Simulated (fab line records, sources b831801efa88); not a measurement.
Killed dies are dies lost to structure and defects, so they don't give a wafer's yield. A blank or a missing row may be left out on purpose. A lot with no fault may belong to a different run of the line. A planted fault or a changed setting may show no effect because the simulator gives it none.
2 desks, one fault ; flow sky130 ; each desk has only its own numbers; what lay behind them comes last

== AT THE METROLOGY DESK ==
Means of the sampled wafers that have a number, per lot and without regard to the tool the lot ran on: this is what the gauges read. Marked OUT: a lot whose mean sits more than 4 standard deviations from the usual mean, which makes it out of limits; the brackets give that distance.
Columns: A = NWELL_2_TW at SKY_NWELL_TW_MEAS_26, usual 495; B = SONOS_ONO_OXIDATION_THK at SKY_SONOS_ONO_THK_MEAS_01, usual 2.63 nm
lot;first seen here;A;B
L916;day 5 10:31;488;2.65
L918;day 5 23:22;496;2.63
L920;day 6 10:34;497;2.60
L921;day 6 16:43;499;2.54
L922;day 6 21:08;495;2.67
L924;day 7 10:07;497;2.65
L926;day 7 20:21;498;2.62
L930;day 8 22:01;494;2.65
L933;day 9 12:04;496;2.70
L934;day 9 19:27;489;2.61
L937;day 10 16:27;496;2.58
L939;day 11 00:46;495;2.64
This desk's finding: nothing out of limits on any of the 12 lots.

== AT THE TOOL OWNER'S DESK: rie-si-02 ==
The tool's own readings at SKY_FIELD_ISO_ETCH_17 (etches Si in HBr/Cl2/O2, target depth 342 nm, time 97.7 s): means of the sampled wafers that have a number, for each lot that ran on this tool. Marked OUT: a lot whose mean sits more than 4 standard deviations from the usual mean, which makes it out of limits; the brackets give that distance.
Columns: A = chamber-pressure-mTorr at SKY_FIELD_ISO_ETCH_17, usual 14.999 mTorr; B = drypump-motor-current-A at SKY_FIELD_ISO_ETCH_17, usual 5.78 A; C = mfc-cl2-sccm at SKY_FIELD_ISO_ETCH_17, usual 40.01 sccm; D = oes-product-au at SKY_FIELD_ISO_ETCH_17, usual 1.002 a.u.; E = run-length-s at SKY_FIELD_ISO_ETCH_17, usual 126.0 s; F = throttle-valve-pct at SKY_FIELD_ISO_ETCH_17, usual 25.656 %
lot;first seen here;A;B;C;D;E;F
L922;day 3 12:54;14.988;5.74;39.89;1.001;126.3;25.658
L926;day 4 08:34;15.009;6.10;39.92;1.001;126.3;25.657
L930;day 5 07:41;14.999;5.94;40.05;1.007;126.4;25.654
L934;day 6 02:34;15.005;5.92;39.93;1.002;121.2 (-10) OUT;25.652
This desk's finding: out of limits on L934; first on L934, day 6 02:34 (run-length-s at SKY_FIELD_ISO_ETCH_17). Within limits: L922, L926, L930.

== BROUGHT TOGETHER ==
The tool owner's desk had the chance to raise an alarm at day 6 02:34 on L934.
The metrology desk saw nothing out of limits.
The metrology desk has L934 on record, within its limits.
All the named lots went through SKY_FIELD_ISO_ETCH_17 on rie-si-02.

== WHAT THE SIMULATOR HAD PUT IN ==
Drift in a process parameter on rie-si-02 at SKY_FIELD_ISO_ETCH_17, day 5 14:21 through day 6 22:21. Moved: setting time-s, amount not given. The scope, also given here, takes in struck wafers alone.
Lots struck among those shown: L934.
Each desk's first reading out of limits, in hours after the fault started: the tool owner's desk, 12.
